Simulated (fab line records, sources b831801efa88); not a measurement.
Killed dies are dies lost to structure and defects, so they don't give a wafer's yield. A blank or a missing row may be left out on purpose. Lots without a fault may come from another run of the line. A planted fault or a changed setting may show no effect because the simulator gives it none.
A struck lot beside a sound one | flow sky130 | 14 steps out of a route of 708
Sound: wafers L895.1, L895.5, L895.6. Struck: wafers L905.1, L905.3, L905.4. The cause comes at the end.
At each step with rows: each side's tool, then ch and its chambers, then its first start. Under that, the readings that differ: sound wafers | struck wafers | difference of the means | sigmas: that difference in standard deviations of wafers without a fault.
alike: readings whose means differ by less than 2 such deviations, and words and numbers that are the same on both sides. not compared: withheld readings, readings that some wafer has no value for, bounds like >300 that may hide the same value, and numbers for which the record gives no deviation and whose values overlap.
The two part at a step that has a row with sigmas, a row that says differs or no value, or rows on one side only. Numbers that don't overlap but have no deviation are shown without sigmas and don't part them. A reading that every wafer of one side lacks parts them only if that side has two wafers or more.

SKY_POLY_GATE_THK_MEAS_01:
  sound on film_metro-04, day 17 12:54; struck on film_metro-03, day 20 17:47
  alike: POLY_GATE_CVD_00_THK
then, 8 steps without rows for these wafers: SKY_RES_PROTECT_DEHYDRATE_00 (time 60 s); SKY_RES_PROTECT_HMDS_01 (prime time 60 s); SKY_RES_PROTECT_COAT_02 (resist thk 1140 nm); SKY_RES_PROTECT_SOFTBAKE_03 (time 60 s); SKY_RES_PROTECT_EXPOSE_04 (exposes mask RPM, target cd 1270 nm); SKY_RES_PROTECT_PEB_05; SKY_RES_PROTECT_DEVELOP_06 (develop time 60 s); SKY_POLY_GATE_IMPLANT_02.
SKY_RES_PROTECT_STRIP_07: strips in O2/N2.
  sound on plasma_asher-01 ch 0,1, day 18 18:29; struck on plasma_asher-02 ch 0,1, day 22 00:57
  reading                      | sound             | struck            | difference | sigmas
  strip_time_to_endpoint_s (s) | 23.36 23.35 23.34 | 23.24 23.26 23.26 | -0.10      | -2
  alike: drypump_motor_current_A, oes_product_au
  not compared: rf_hours_counter_h
SKY_RES_PROTECT_TW_MEAS_08:
  sound on film_metro-01, day 18 18:35; struck on film_metro-02, day 22 01:03
  reading      | sound          | struck         | difference | sigmas
  POLY_GATE_TW | 3960 3995 3978 | 4067 4088 4079 | +100       | +2
then, 1 step without rows for these wafers: SKY_RES_PROTECT_CLEAN_09 (cleans in SC1/SC2, time 150 s).
SKY_POLY_GATE_CVD_03: deposits Si3N4 from DCS/NH3, target thk 75 nm, time 1290 s.
  sound on lpcvd-02 ch 0, day 18 18:42; struck on lpcvd-02 ch 1, day 22 01:10
  no value came back on the struck wafers for pressure_mtorr (mTorr), spike_tc_bottom_C (C), susceptor_temp_C (C); on the sound wafers pressure_mtorr (mTorr) reads 249.9 250.6 250.0
SKY_PAD_OPEN_PROBE_99:
  the record has rows for the sound wafers here (prober-01, day 48 11:44) and none for the struck ones

WHERE THEY PART
First at SKY_RES_PROTECT_STRIP_07; last, within this record, at SKY_PAD_OPEN_PROBE_99.

WHY: what the simulator had put in
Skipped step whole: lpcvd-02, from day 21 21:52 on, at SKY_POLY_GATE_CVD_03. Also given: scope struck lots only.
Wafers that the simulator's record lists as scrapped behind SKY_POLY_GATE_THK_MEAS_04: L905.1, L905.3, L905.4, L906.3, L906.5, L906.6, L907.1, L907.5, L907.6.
